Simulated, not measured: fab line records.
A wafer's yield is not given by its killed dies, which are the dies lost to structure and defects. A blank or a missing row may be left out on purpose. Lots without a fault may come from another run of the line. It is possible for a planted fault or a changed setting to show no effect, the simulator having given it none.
Which of the tools did it? ; flow gf180mcu ; 13 lots, 39 wafers sampled, at 6 steps of a route of 602

WHAT THE GAUGES READ, wafer by wafer
GF_MVSD_TW_MEAS_11.
lot;measured;on;MVSD_TW
L275;day 4 19:49;film-metro-02;1588 1589 1596
L278;day 5 08:55;film-metro-04;1538 1551 1543
L279;day 5 19:01;film-metro-04;1539 1540 1537
L280;day 5 19:07;film-metro-04;1539 1541 1544
L284;day 6 14:44;film-metro-02;1863 1871 1862
L285;day 6 20:59;film-metro-04;1789 1793 1783
L286;day 6 23:21;film-metro-04;1554 1553 1545
L287;day 7 07:21;film-metro-04;1799 1794 1795
L288;day 7 13:59;film-metro-02;1857 1868 1866
L293;day 8 19:31;film-metro-04;1555 1552 1549
L295;day 9 07:01;film-metro-02;1595 1593 1597
L297;day 9 18:27;film-metro-04;1538 1539 1546
L298;day 9 22:42;film-metro-02;1597 1594 1588

GF_MVPSD_OVL_MEAS_07.
lot;measured;on;MVPSD_OVL (nm)
L275;day 5 09:38;overlay-01;0.7 -0.8 -0.2
L278;day 5 22:23;overlay-01;2.4 2.4 1.3
L279;day 6 09:10;overlay-02;-0.2 -0.2 0.4
L280;day 6 09:20;overlay-01;0.9 -0.9 2.2
L284;day 7 05:05;overlay-01;2.3 2.0 0.9
L285;day 7 11:50;overlay-01;0.6 -0.1 -0.5
L286;day 7 14:46;overlay-02;-0.2 -0.6 0.2
L287;day 7 23:16;overlay-02;-0.1 0.9 0.7
L288;day 8 05:43;overlay-02;0.2 0.4 -0.2
L293;day 9 11:52;overlay-02;1.0 1.4 3.2
L295;day 9 23:31;overlay-02;-0.7 -0.3 -0.7
L297;day 10 11:46;overlay-02;-0.9 0.0 -1.1
L298;day 10 16:32;overlay-01;-0.6 -1.0 -1.7

GF_VT_IMPLANT_RS_MEAS_46: measures by four-point-probe.
lot;measured;on;MVSD_RS (ohm/sq)
L275;day 7 21:43;film-metro-02;458.4 457.3 457.5
L278;day 8 11:53;film-metro-02;457.2 456.1 456.1
L279;day 9 01:22;film-metro-01;457.8 456.8 457.8
L280;day 9 01:58;film-metro-02;457.4 459.0 458.1
L284;day 9 23:25;film-metro-04;362.0 360.7 360.8
L285;day 10 07:05;film-metro-01;360.9 360.5 360.7
L286;day 10 11:25;film-metro-01;455.7 456.4 456.6
L287;day 10 21:02;film-metro-02;362.1 361.0 362.4
L288;day 11 02:15;film-metro-01;361.1 361.2 361.6
L293;day 12 13:23;film-metro-02;458.0 457.1 456.4
L295;day 13 02:17;film-metro-02;456.4 456.8 457.3
L297;day 13 14:07;film-metro-01;455.9 456.7 457.3
L298;day 13 19:23;film-metro-02;456.2 456.7 456.6

GF_CONTACT_BOW_MEAS_05.
lot;measured;on;CONTACT_BOW (um)
L275;day 15 13:28;film-metro-02;78 62 60
L278;day 16 03:07;film-metro-01;59 61 65
L279;day 16 21:01;film-metro-02;69 71 69
L280;day 17 01:10;film-metro-02;76 78 76
L284;day 18 09:58;film-metro-02;75 67 69
L285;day 19 00:00;film-metro-02;71 64 72
L286;day 19 00:17;film-metro-01;61 51 66
L287;day 19 16:11;film-metro-02;71 66 73
L288;day 20 04:51;film-metro-04;63 62 66
L293;day 21 15:41;film-metro-01;59 74 72
L295;day 22 11:40;film-metro-01;64 70 64
L297;day 22 22:15;film-metro-01;68 77 76
L298;day 23 04:23;film-metro-02;68 68 60

GF_M1_RS_MEAS_05: measures by four-point-probe.
lot;measured;on;M1_ALCU_RS (ohm/sq)
L275;day 16 12:26;film-metro-03;0.0685 0.0701 0.0688
L278;day 17 02:44;film-metro-02;0.0710 0.0700 0.0714
L279;day 17 21:53;film-metro-03;0.0689 0.0691 0.0691
L280;day 18 01:57;film-metro-02;0.0700 0.0693 0.0679
L284;day 19 11:23;film-metro-03;0.0690 0.0693 0.0706
L285;day 20 01:43;film-metro-02;0.0693 0.0686 0.0696
L286;day 20 01:57;film-metro-03;0.0687 0.0693 0.0702
L287;day 20 17:50;film-metro-04;0.0698 0.0699 0.0698
L288;day 21 06:17;film-metro-03;0.0697 0.0692 0.0690
L293;day 22 17:18;film-metro-03;0.0692 0.0705 0.0699
L295;day 23 12:10;film-metro-03;0.0696 0.0680 0.0703
L297;day 23 22:14;film-metro-04;0.0691 0.0699 0.0711
L298;day 24 04:34;film-metro-03;0.0701 0.0692 0.0708

TOOL THAT RAN EACH LOT (tool first, then ch and the chambers of the sampled wafers, then the start)
lot;GF_MVSD_IMPLANT_08
L275;implanter-02 ch 0, day 4 19:27
L278;implanter-03 ch 0, day 5 08:31
L279;implanter-02 ch 0, day 5 14:27
L280;implanter-03 ch 0, day 5 14:49
L284;implanter-03 ch 0, day 6 14:22
L285;implanter-03 ch 0, day 6 20:35
L286;implanter-02 ch 0, day 6 22:57
L287;implanter-03 ch 0, day 7 06:57
L288;implanter-03 ch 0, day 7 13:35
L293;implanter-02 ch 0, day 8 19:08
L295;implanter-01 ch 0, day 9 06:38
L297;implanter-01 ch 0, day 9 18:03
L298;implanter-03 ch 0, day 9 22:18
- GF_MVSD_IMPLANT_08

WHAT THE TOOLS THEMSELVES READ (means of the sampled wafers that have a number; where no wafer has one, the mark that the record gives instead)
GF_MVSD_IMPLANT_08.
lot;tool;beam-energy-keV;beam-on-s (s);dose-ions-cm2;faraday-current-uA
L275;implanter-02;399.99;10.09;1.5995e+13;89.5
L278;implanter-03;400.10;9.85;1.5988e+13;91.3
L279;implanter-02;399.96;10.02;1.5972e+13;89.7
L280;implanter-03;400.00;9.97;1.6012e+13;90.6
L284;implanter-03;399.96;10.27;2.6622e+13;146.5
L285;implanter-03;400.07;9.86;2.6625e+13;152.3
L286;implanter-02;399.90;10.08;1.6007e+13;89.5
L287;implanter-03;399.66;10.00;2.6611e+13;150.0
L288;implanter-03;400.04;10.00;2.6623e+13;150.0
L293;implanter-02;399.89;9.84;1.6002e+13;91.9
L295;implanter-01;399.92;9.84;1.5994e+13;91.9
L297;implanter-01;399.95;10.08;1.5991e+13;89.3
L298;implanter-03;399.96;9.99;1.6000e+13;90.4

THE ANSWER, worked out from the rows above alone
Rule: the lots themselves supply what counts as usual. Put in order of their means at a reading, lots are off if they are a third of the lots or fewer, leave a main group of 4 or more, and stand apart from it by a gap of 3 or more times the standard deviation of the main group's means; of several such gaps the widest counts. A main group whose means are all the same, to the digits that the tables above print for the reading, isn't used. Also off: a lot with no number at a reading for which 4 or more lots have one. All remaining lots with rows at the step are treated as sound. Order of review: gauges by route order, followed by the tools' own readings, for which a lot's mean as printed above is used. At the first step where some lot is off, the reading lying furthest off is the one used; lots without a number count as furthest.
Off: L284, L285, L287, L288, at GF_MVSD_TW_MEAS_11 (MVSD_TW). Main group: mean 1561, sd 23.
If a tool, at a process step before that reading, ran all the lots that are off and no sound lot after the first of them, it fits. Not tried: the gauges at GF_MVSD_TW_MEAS_11; whatever is off there is also off at GF_MVSD_IMPLANT_08, on other tools, and gauge error can't account for it. Of those tried, none fits.

WHAT HAD BEEN PUT IN BY THE SIMULATOR
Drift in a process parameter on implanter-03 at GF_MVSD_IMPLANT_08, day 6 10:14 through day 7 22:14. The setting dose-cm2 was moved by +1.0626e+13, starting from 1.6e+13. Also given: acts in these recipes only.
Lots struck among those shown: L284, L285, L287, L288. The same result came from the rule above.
